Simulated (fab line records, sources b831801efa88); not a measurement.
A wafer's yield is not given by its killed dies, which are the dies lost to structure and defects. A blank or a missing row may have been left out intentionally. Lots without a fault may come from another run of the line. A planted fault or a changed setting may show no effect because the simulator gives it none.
fab line records | flow sky130 | part 1 of 2: steps 1 to 43 of 44
record: lots: 6 wafers: 18 last-day: 50
route steps=708 shown SONOS_TUNNEL@160 SONOS_ONO@168 GATE_OXIDE@187 PAD_OPEN@708
lots untouched by any fault: they come from a run of this same line in which no faults occurred
start-h: hours from the record's opening day to when the first of the lot's shown wafers began | wait-h: hours from the lot's prior step to this one | " repeats the value in the row above | L1.1+2: several wafers, shown together as one row | - either no value or no given start | * or withheld: withheld | < > ~ a bound
route shown NAME@n: a module of which the file shows steps, and the number in the route of the first | usual: the fault-free wafers' mean and standard deviation | same: alike in all rows | chamber/n: place in a boat | sites: per-site readings | _std_site: the standard deviation of these | _edge_site: outer sites' mean less inner sites' | radius-mm: how far each site lies from the wafer's centre | mask NAME#n: copy n | behind: the tool/chamber that last shaped the wafer | hold: what put the lot on hold/how long, in hours/how the hold closed | device: transistor that didn't switch, given as n, p or np | end of line: tests run on the same wafers once the route is complete | for a step that has no rows: nothing shown but its recipe | killed: the dies lost at the first sort to structure and to defects; this is not the yield of the wafer | map: shows each die of a wafer: x if killed, . if not, _ if none is there
set.NAME: setting as actually run; set.NAME@STEP: the setting as run at that earlier step | model.NAME: the simulator's own value behind a step, which no gauge read
lots at selected steps of the route; one table per step, one row per wafer
services: the hour from which a tool's chamber was out of use, counted from the record's first day as start-h (under 0 if before that day), plus the number of hours and why
== steps ==
step: SKY_SONOS_TUNNEL_DEVELOP_06
recipe: resist: NOVOLAK developer: TMAH develop-time-s: 58.11 dev-temp-c: 23
step: SKY_SONOS_TUNNEL_CD_MEAS_07
recipe: target-cd-nm: 410
usual: cd-nm: 410.3/2.1
columns lot.wafer tool chamber start-h wait-h cd-nm
L202.1 cd-sem-02 - 258.88 0.1 415.6
L202.2 " - " " 411.3
L202.4 " - " " 411.9
L206.1 cd-sem-01 - 285.43 0.1 409.3
L206.5 " - " " 408.0
L206.6 " - " " 408.5
L214.3 cd-sem-02 - 354.87 0.1 412.3
L214.4 " - " " 409.3
L214.5 " - " " 409.5
L215.1 cd-sem-01 - 369.32 0.1 411.8
L215.3 " - " " 411.1
L215.4 " - " " 413.6
L223.1 cd-sem-02 - 427.97 0.1 411.9
L223.3 " - " " 409.5
L223.5 " - " " 412.4
L224.1 cd-sem-01 - 431.72 0.1 408.4
L224.4 " - " " 410.0
L224.5 " - " " 410.2
step: SKY_SONOS_TUNNEL_OVL_MEAS_08
usual: SONOS_TUNNEL_OVL: 0.2/1.2
columns lot.wafer tool chamber start-h wait-h SONOS_TUNNEL_OVL[nm]
L202.1 overlay-02 - 259.00 0.1 0.2
L202.2 " - " " -1.0
L202.4 " - " " -0.1
L206.1 overlay-01 - 285.55 0.1 -0.5
L206.5 " - " " 0.5
L206.6 " - " " 1.7
L214.3 overlay-01 - 354.96 0.1 1.3
L214.4 " - " " 1.1
L214.5 " - " " -1.4
L215.1 overlay-02 - 369.44 0.1 -0.4
L215.3 " - " " 0.2
L215.4 " - " " 1.0
L223.1 overlay-01 - 428.09 0.1 1.0
L223.3 " - " " 0.5
L223.5 " - " " 0.3
L224.1 overlay-02 - 431.84 0.1 0.9
L224.4 " - " " 2.2
L224.5 " - " " 2.1
step: SKY_SONOS_TUNNEL_IMPLANT_09
recipe: species: B energy-kev: 20 dose-cm2: 1e+12 tilt-deg: withheld
step: SKY_SONOS_TUNNEL_WET_ETCH_10
recipe: chemistry: dHF target-depth-nm: 14 target: SiO2 dilution: 100:1 temp-c: 25 time-s: 280
step: SKY_SONOS_TUNNEL_STRIP_11
recipe: chemistry: SPM time-s: 600 temp-c: 130
step: SKY_SONOS_TUNNEL_TW_MEAS_12
usual: SONOS_TUNNEL_TW: 194.3/2.3
columns lot.wafer tool chamber start-h wait-h SONOS_TUNNEL_TW
L202.1 film-metro-01 - 259.44 0.0 198.6
L202.2 " - " " 198.0
L202.4 " - " " 197.5
L206.1 film-metro-03 - 286.01 0.0 195.8
L206.5 " - " " 194.2
L206.6 " - " " 194.4
L214.3 film-metro-02 - 355.43 0.0 192.1
L214.4 " - " " 191.4
L214.5 " - " " 193.5
L215.1 film-metro-01 - 369.94 0.0 197.5
L215.3 " - " " 196.3
L215.4 " - " " 196.7
L223.1 film-metro-03 - 428.54 0.0 195.7
L223.3 " - " " 195.2
L223.5 " - " " 196.3
L224.1 film-metro-03 - 432.29 0.0 196.0
L224.4 " - " " 195.0
L224.5 " - " " 196.8
step: SKY_SONOS_TUNNEL_CLEAN_13
recipe: chemistry: dHF time-s: 20 dilution: 100:1 dry: ipa-marangoni
step: SKY_SONOS_ONO_OXIDATION_00
recipe: temp-c: 800 ambient: O2 idle-temp-c: 700 ramp-up-c-per-min: 10 ramp-down-c-per-min: 3 stabilise-s: 600 purge-s: 300 target-thk-a: 26 ox-time-s: 1249
step: SKY_SONOS_ONO_THK_MEAS_01
recipe: reads: SiO2_of_SONOS_ONO_OXIDATION_00
usual: SONOS_ONO_OXIDATION_THK: 2.59/0.047
columns lot.wafer tool chamber start-h wait-h SONOS_ONO_OXIDATION_THK[nm]
L202.1 film-metro-02 - 260.86 0.0 2.58
L202.2 " - " " 2.63
L202.4 " - " " 2.64
L206.1 film-metro-02 - 288.08 0.0 2.51
L206.5 " - " " 2.49
L206.6 " - " " 2.53
L214.3 film-metro-01 - 357.46 0.0 2.60
L214.4 " - " " 2.51
L214.5 " - " " 2.58
L215.1 film-metro-02 - 372.56 0.0 2.62
L215.3 " - " " 2.61
L215.4 " - " " 2.60
L223.1 film-metro-01 - 431.13 0.0 2.52
L223.3 " - " " 2.60
L223.5 " - " " 2.62
L224.1 film-metro-02 - 435.40 0.0 2.53
L224.4 " - " " 2.62
L224.5 " - " " 2.62
step: SKY_SONOS_ONO_CVD_02
recipe: material: Si3N4 precursor: DCS/NH3 target-thk-nm: 10.5 temp-c: 770 time-s: 180 pressure-mtorr: 250
step: SKY_SONOS_ONO_THK_MEAS_03
recipe: reads: Si3N4_of_SONOS_ONO_CVD_02
usual: SONOS_ONO_CVD_02_THK: 10.53/0.14
columns lot.wafer tool chamber start-h wait-h SONOS_ONO_CVD_02_THK[nm]
L202.1 film-metro-04 - 263.13 0.0 10.59
L202.2 " - " " 10.62
L202.4 " - " " 10.66
L206.1 film-metro-04 - 289.19 0.0 10.47
L206.5 " - " " 10.51
L206.6 " - " " 10.37
L214.3 film-metro-02 - 359.55 0.0 10.55
L214.4 " - " " 10.53
L214.5 " - " " 10.32
L215.1 film-metro-01 - 373.67 0.0 10.76
L215.3 " - " " 10.71
L215.4 " - " " 10.62
L223.1 film-metro-02 - 433.11 0.0 10.43
L223.3 " - " " 10.40
L223.5 " - " " 10.51
L224.1 film-metro-02 - 438.67 0.0 10.63
L224.4 " - " " 10.59
L224.5 " - " " 10.61
step: SKY_SONOS_ONO_CVD_04
recipe: material: SiO2 precursor: SiH4/N2O target-thk-nm: 5.7199 temp-c: 900 pressure-mtorr: 400
usual: pressure-mtorr: 400.0/0.7
columns lot.wafer tool chamber start-h wait-h pressure-mtorr model.SiO2_of_SONOS_ONO_CVD_04.thk-nm
L202.1 lpcvd-03 0 263.19 0.1 399.7 5.663
L202.2 " 0 " " 401.4 5.653
L202.4 " 0 " " 399.8 5.709
L206.1 lpcvd-03 0 289.25 0.1 399.8 5.844
L206.5 " 0 " " 399.1 5.641
L206.6 " 0 " " 400.3 5.819
L214.3 lpcvd-03 0 359.59 0.0 480.3 6.339
L214.4 " 0 " " 480.0 6.401
L214.5 " 0 " " 480.8 6.398
L215.1 lpcvd-03 0 376.96 3.3 480.0 6.422
L215.3 " 0 " " 479.2 6.459
L215.4 " 0 " " 480.3 6.434
L223.1 lpcvd-03 1 433.17 0.1 399.7 5.738
L223.3 " 1 " " 400.6 5.749
L223.5 " 1 " " 400.8 5.785
L224.1 lpcvd-03 1 438.73 0.1 400.5 5.609
L224.4 " 1 " " 399.9 5.674
L224.5 " 1 " " 400.2 5.703
step: SKY_SONOS_ONO_THK_MEAS_05
recipe: reads: SiO2_of_SONOS_ONO_CVD_04
usual: SONOS_ONO_CVD_04_THK: 5.76/0.1
columns lot.wafer tool chamber start-h wait-h SONOS_ONO_CVD_04_THK[nm]
L202.1 film-metro-01 - 264.44 0.0 5.64
L202.2 " - " " 5.63
L202.4 " - " " 5.74
L206.1 film-metro-04 - 290.50 0.0 5.83
L206.5 " - " " 5.68
L206.6 " - " " 5.86
L214.3 film-metro-02 - 360.86 0.0 6.35
L214.4 " - " " 6.37
L214.5 " - " " 6.43
L215.1 film-metro-02 - 378.21 0.0 6.40
L215.3 " - " " 6.42
L215.4 " - " " 6.43
L223.1 film-metro-01 - 434.42 0.0 5.73
L223.3 " - " " 5.77
L223.5 " - " " 5.76
L224.1 film-metro-01 - 439.98 0.0 5.56
L224.4 " - " " 5.72
L224.5 " - " " 5.68
step: SKY_SONOS_ONO_DEHYDRATE_06
recipe: temp-c: 200 time-s: 60
step: SKY_SONOS_ONO_HMDS_07
recipe: prime-time-s: 60 prime-temp-c: 120
step: SKY_SONOS_ONO_COAT_08
recipe: resist: NOVOLAK spin-rpm: 3000 resist-thk-nm: 1140
step: SKY_SONOS_ONO_SOFTBAKE_09
recipe: temp-c: 90 time-s: 60 resist: NOVOLAK
step: SKY_SONOS_ONO_EXPOSE_10
recipe: mask-id: ONOM target-cd-nm: 410 na: 0.6 source-shape: conventional sigma-outer: 0.6 dose-mj: 150
step: SKY_SONOS_ONO_PEB_11
recipe: temp-c: withheld time-s: * resist: NOVOLAK
step: SKY_SONOS_ONO_DEVELOP_12
recipe: develop-time-s: 60 dev-temp-c: 23
step: SKY_SONOS_ONO_CD_MEAS_13
recipe: target-cd-nm: 410
usual: cd-nm: 410.3/2.3
columns lot.wafer tool chamber start-h wait-h cd-nm
L202.1 cd-sem-01 - 289.07 0.1 408.0
L202.2 " - " " 408.3
L202.4 " - " " 411.0
L206.1 cd-sem-02 - 315.63 0.1 409.6
L206.5 " - " " 412.3
L206.6 " - " " 412.3
L214.3 cd-sem-01 - 389.31 0.1 411.0
L214.4 " - " " 411.9
L214.5 " - " " 412.3
L215.1 cd-sem-01 - 406.57 0.1 410.9
L215.3 " - " " 412.1
L215.4 " - " " 408.7
L223.1 cd-sem-02 - 465.17 0.1 413.0
L223.3 " - " " 414.3
L223.5 " - " " 415.3
L224.1 cd-sem-01 - 470.13 0.1 405.6
L224.4 " - " " 408.0
L224.5 " - " " 407.9
step: SKY_SONOS_ONO_OVL_MEAS_14
usual: SONOS_ONO_OVL: -0.6/1.5
columns lot.wafer tool chamber start-h wait-h SONOS_ONO_OVL[nm]
L202.1 overlay-01 - 289.19 0.1 -0.4
L202.2 " - " " -0.5
L202.4 " - " " 0.4
L206.1 overlay-01 - 315.75 0.1 -2.4
L206.5 " - " " -3.8
L206.6 " - " " -3.1
L214.3 overlay-01 - 389.40 0.1 0.5
L214.4 " - " " 1.4
L214.5 " - " " 2.2
L215.1 overlay-02 - 406.69 0.1 -1.4
L215.3 " - " " 0.8
L215.4 " - " " -0.7
L223.1 overlay-01 - 465.29 0.1 -2.1
L223.3 " - " " -1.9
L223.5 " - " " -2.7
L224.1 overlay-01 - 470.25 0.1 -2.7
L224.4 " - " " -3.0
L224.5 " - " " -0.6
step: SKY_SONOS_ONO_ETCH_15
recipe: target-depth-nm: 19.52 chemistry: CHF3/O2 source-w: 617.7 bias-w: 200 pressure-mtorr: 40 chf3-flow-sccm: 50 O2_flow_sccm: 5 time-s: 7.8
usual: bias-w: 200.0/0.61 drypump-motor-current-A: 5.5/0.41 oes-product-au: 1.001/0.012 throttle-valve-pct: 8.827/0.0098
columns lot.wafer tool chamber start-h wait-h bias-w drypump-motor-current-A oes-product-au rf-hours-counter-h throttle-valve-pct
L202.1 rie-diel-03 2 289.23 0.0 199.7 5.6 0.991 79 8.817
L202.2 " 3 " " 200.5 5.9 1.006 2 8.831
L202.4 " 1 " " 199.5 5.0 0.994 8 8.813
L206.1 rie-diel-04 0 315.79 0.0 200.8 5.5 1.004 44 8.825
L206.5 " 0 " " 199.9 5.5 1.005 - 8.815
L206.6 " 3 " " 200.0 5.8 0.974 - 8.827
L214.3 rie-diel-03 3 389.43 0.0 200.7 5.9 1.005 4 8.831
L214.4 " 2 " " 199.6 5.6 0.999 81 8.831
L214.5 " 0 " " 200.4 4.9 0.994 - 8.834
L215.1 rie-diel-01 0 406.73 0.0 198.9 5.4 1.025 2 8.837
L215.3 " 1 " " 199.7 5.4 1.006 18 8.823
L215.4 " 3 " " 199.8 6.1 1.013 10 8.822
L223.1 rie-diel-03 2 465.33 0.0 199.7 5.6 1.003 83 8.815
L223.3 " 3 " " 200.4 5.9 1.004 5 8.828
L223.5 " 0 " " 199.4 4.9 0.992 - 8.825
L224.1 rie-diel-01 0 470.29 0.0 199.5 5.4 1.026 3 8.825
L224.4 " 3 " " 199.2 6.0 0.993 11 8.820
L224.5 " 3 " " 200.1 6.0 0.992 - 8.831
step: SKY_SONOS_ONO_WET_ETCH_16
recipe: chemistry: dHF target-depth-nm: 14 dry: n2-spin target: SiO2 dilution: 100:1 temp-c: 25 time-s: 280
step: SKY_SONOS_ONO_STRIP_17
recipe: chemistry: O2/N2 power-w: 1400 pressure-mtorr: 1500 platen-temp-c: withheld o2-flow-sccm: 3000 n2-flow-sccm: 300 overash-fraction: 0.5
usual: drypump-motor-current-A: 5.7/0.6 oes-product-au: 0.710/0.0045 strip-time-to-endpoint-s: 14.12/0.033
columns lot.wafer tool chamber start-h wait-h drypump-motor-current-A oes-product-au rf-hours-counter-h strip-time-to-endpoint-s
L202.1 plasma-asher-04 0 289.34 0.0 5.6 0.708 44 14.12
L202.2 " 1 " " 5.2 0.706 44 14.10
L202.4 " 0 " " 5.6 0.712 - 14.10
L206.1 plasma-asher-04 0 315.89 0.0 5.6 0.710 46 14.07
L206.5 " 1 " " 5.1 0.711 - 14.10
L206.6 " 0 " " 5.6 0.709 - 14.16
L214.3 plasma-asher-04 1 389.57 0.0 5.2 0.703 - 14.17
L214.4 " 0 " " 5.6 0.704 - 14.20
L214.5 " 1 " " 5.2 0.712 - 14.14
L215.1 plasma-asher-02 1 406.83 0.0 5.3 0.711 66 14.06
L215.3 " 0 " " 6.8 0.711 - 14.04
L215.4 " 1 " " 5.3 0.709 - 14.08
L223.1 plasma-asher-04 0 465.44 0.0 5.6 0.705 61 14.18
L223.3 " 0 " " 5.6 0.702 - 14.15
L223.5 " 1 " " 5.1 0.714 - 14.12
L224.1 plasma-asher-04 1 470.39 0.0 5.2 0.710 62 14.12
L224.4 " 1 " " 5.2 0.717 - 14.13
L224.5 " 1 " " 5.2 0.704 - 14.09
step: SKY_SONOS_ONO_WET_ETCH_18
recipe: chemistry: H3PO4 target-depth-nm: 15 target: Si3N4 temp-c: 160 time-s: 172
step: SKY_GATE_OXIDE_CLEAN_00
recipe: chemistry: SC1/SC2 mix: 1:4:20 temp-c: 70 time-s: 150 dry: n2-spin
step: SKY_GATE_OXIDE_OXIDATION_01
recipe: temp-c: 900 ambient: O2 stabilise-s: 600 purge-s: 300 target-thk-a: 102.68 ox-time-s: 1473
step: SKY_GATE_OXIDE_THK_MEAS_02
recipe: reads: SiO2_of_GATE_OXIDE_OXIDATION_01
usual: GATE_OXIDE_OXIDATION_00_THK: 10.27/0.19
columns lot.wafer tool chamber start-h wait-h GATE_OXIDE_OXIDATION_00_THK[nm]
L202.1 film-metro-04 - 292.40 0.0 10.13
L202.2 " - " " 10.17
L202.4 " - " " 10.21
L206.1 film-metro-04 - 318.06 0.0 9.95
L206.5 " - " " 9.97
L206.6 " - " " 10.28
L214.3 film-metro-03 - 399.29 0.0 9.93
L214.4 " - " " 10.10
L214.5 " - " " 10.08
L215.1 film-metro-03 - 414.59 0.0 10.52
L215.3 " - " " 10.67
L215.4 " - " " 10.47
L223.1 film-metro-02 - 468.10 0.0 10.05
L223.3 " - " " 10.10
L223.5 " - " " 10.20
L224.1 film-metro-03 - 472.23 0.0 10.39
L224.4 " - " " 10.46
L224.5 " - " " 10.31
step: SKY_GATE_OXIDE_DEHYDRATE_03
recipe: temp-c: 200 time-s: 60
step: SKY_GATE_OXIDE_HMDS_04
recipe: prime-time-s: 60 prime-temp-c: 120
step: SKY_GATE_OXIDE_COAT_05
recipe: resist: NOVOLAK spin-rpm: 3000 resist-thk-nm: 1140
step: SKY_GATE_OXIDE_SOFTBAKE_06
recipe: temp-c: 90 time-s: 60 resist: NOVOLAK
step: SKY_GATE_OXIDE_EXPOSE_07
recipe: mask-id: LVOM na: 0.6 source-shape: conventional sigma-outer: 0.6 polarization: unpolarized target-cd-nm: 600 dose-mj: 170
step: SKY_GATE_OXIDE_PEB_08
recipe: temp-c: withheld time-s: * resist: NOVOLAK
step: SKY_GATE_OXIDE_DEVELOP_09
recipe: resist: NOVOLAK developer: TMAH develop-time-s: 60 dev-temp-c: 23
step: SKY_GATE_OXIDE_OVL_MEAS_10
usual: GATE_OXIDE_OVL: 0.4/1.2
columns lot.wafer tool chamber start-h wait-h GATE_OXIDE_OVL[nm]
L202.1 overlay-01 - 317.82 0.1 1.6
L202.2 " - " " 1.0
L202.4 " - " " 0.9
L206.1 overlay-01 - 344.52 0.1 -0.6
L206.5 " - " " 1.6
L206.6 " - " " -0.7
L214.3 overlay-01 - 427.84 0.1 0.3
L214.4 " - " " -0.8
L214.5 " - " " -0.3
L215.1 overlay-02 - 444.07 0.1 1.0
L215.3 " - " " 0.6
L215.4 " - " " 1.6
L223.1 overlay-01 - 498.03 0.1 -0.9
L223.3 " - " " 1.2
L223.5 " - " " 0.2
L224.1 overlay-02 - 502.47 0.1 -0.5
L224.4 " - " " 0.8
L224.5 " - " " 0.0
step: SKY_GATE_OXIDE_IMPLANT_11
recipe: species: B energy-kev: 10 dose-cm2: 2.646e+12 tilt-deg: withheld
step: SKY_GATE_OXIDE_WET_ETCH_12
recipe: chemistry: dHF target-depth-nm: 16.8 dry: n2-spin target: SiO2 dilution: 100:1 temp-c: 25 time-s: 336
step: SKY_GATE_OXIDE_STRIP_13
recipe: chemistry: O2/N2 power-w: 1400 pressure-mtorr: 1500 platen-temp-c: withheld o2-flow-sccm: 3000 n2-flow-sccm: 300 overash-fraction: 0.5
usual: drypump-motor-current-A: 5.4/0.38 oes-product-au: 0.715/0.0043 strip-time-to-endpoint-s: 14.20/0.04
columns lot.wafer tool chamber start-h wait-h drypump-motor-current-A oes-product-au rf-hours-counter-h strip-time-to-endpoint-s
L202.1 plasma-asher-03 0 318.11 0.0 5.0 0.723 20 14.19
L202.2 " 1 " " 5.9 0.724 20 14.20
L202.4 " 0 " " 5.0 0.723 - 14.22
L206.1 plasma-asher-04 0 344.81 0.0 5.6 0.722 49 14.24
L206.5 " 0 " " 5.6 0.717 - 14.23
L206.6 " 1 " " 5.2 0.710 - 14.25
L214.3 plasma-asher-01 0 428.15 0.0 4.9 0.719 - 14.27
L214.4 " 1 " " 5.6 0.711 - 14.22
L214.5 " 1 " " 5.7 0.717 - 14.23
L215.1 plasma-asher-01 0 444.37 0.0 4.9 0.720 77 14.24
L215.3 " 1 " " 5.6 0.712 - 14.24
L215.4 " 0 " " 4.9 0.710 - 14.23
L223.1 plasma-asher-04 0 498.32 0.0 5.7 0.715 64 14.26
L223.3 " 1 " " 5.1 0.715 - 14.27
L223.5 " 1 " " 5.1 0.713 - 14.28
L224.1 plasma-asher-03 0 502.81 0.0 5.0 0.715 39 14.21
L224.4 " 1 " " 5.9 0.708 - 14.19
L224.5 " 0 " " 5.0 0.712 - 14.19
step: SKY_GATE_OXIDE_TW_MEAS_14
usual: GATE_OXIDE_TW: 223/4.1
columns lot.wafer tool chamber start-h wait-h GATE_OXIDE_TW
L202.1 film-metro-02 - 318.21 0.1 220
L202.2 " - " " 218
L202.4 " - " " 218
L206.1 film-metro-04 - 344.91 0.1 230
L206.5 " - " " 230
L206.6 " - " " 229
L214.3 film-metro-02 - 428.24 0.1 218
L214.4 " - " " 220
L214.5 " - " " 220
L215.1 film-metro-03 - 444.47 0.1 222
L215.3 " - " " 223
L215.4 " - " " 222
L223.1 film-metro-02 - 498.42 0.1 219
L223.3 " - " " 218
L223.5 " - " " 219
L224.1 film-metro-04 - 502.91 0.1 228
L224.4 " - " " 228
L224.5 " - " " 227
step: SKY_GATE_OXIDE_CLEAN_15
recipe: chemistry: SC1/SC2 mix: 1:4:20 temp-c: 70 time-s: 150 dry: n2-spin
usual: bath-heat-duty-pct: 13.2/1.5
columns lot.wafer tool chamber start-h wait-h bath-heat-duty-pct model.SiO2_of_SONOS_ONO_CVD_04.thk-nm
L202.1 wet-bench-01 2 318.27 0.1 16.2 4.113
L202.2 " 2 " " 15.5 4.108
L202.4 " 2 " " 14.5 4.16
L206.1 wet-bench-03 0 344.97 0.1 14.3 4.339
L206.5 " 0 " " 12.5 4.136
L206.6 " 0 " " 13.3 4.315
L214.3 wet-bench-02 1 428.28 0.0 13.6 4.818
L214.4 " 1 " " 13.6 4.88
L214.5 " 1 " " 13.2 4.872
L215.1 wet-bench-01 1 444.53 0.1 10.9 4.902
L215.3 " 1 " " 11.1 4.942
L215.4 " 1 " " 11.3 4.914
L223.1 wet-bench-01 1 498.48 0.1 11.1 4.211
L223.3 " 1 " " 12.3 4.215
L223.5 " 1 " " 11.7 4.254
L224.1 wet-bench-03 0 502.97 0.1 13.7 4.095
L224.4 " 0 " " 13.6 4.163
L224.5 " 0 " " 14.2 4.194
== key ==
first-sign: step: SKY_SONOS_ONO_CVD_04 reading: pressure-mtorr direction: up sigmas: 99+ usual: 400.0 struck: 480.1
effect: step: SKY_SONOS_ONO_THK_MEAS_05 reading: SONOS_ONO_CVD_04_THK direction: up sigmas: 6.4 usual: 5.76 struck: 6.40
model-effect: step: SKY_SONOS_ONO_CVD_04 value: SiO2_of_SONOS_ONO_CVD_04.thk-nm without: 5.863 struck: 6.409
model-effect: step: SKY_GATE_OXIDE_CLEAN_15 value: SiO2_of_SONOS_ONO_CVD_04.thk-nm without: 4.342 struck: 4.888
model-effect: step: SKY_PAD_OPEN_PROBE_99 value: etest.sonos-erased.drive-ua-um without: 180.4 struck: 147.6
met-at SKY_SONOS_ONO_CVD_04
struck-wafers L214.3,L214.4,L214.5,L215.1,L215.3,L215.4
tester-left-out L214,L215
onset-between 289.25 359.59
fault: kind: process-parameter-drift tool: lpcvd-03 chamber: - onset-h: 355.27 steps: SKY_SONOS_ONO_CVD_04 channel: pressure-mtorr offset: 80 shape: step end-h: 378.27 stated: 400
tester-left-out: of these lots the tester's yield and bins aren't shown, on N5 and GAA mostly nor the transistor test; their killed dies are dies lost to structure and defects alone, not to doping, threshold or leakage, so they don't give the yield
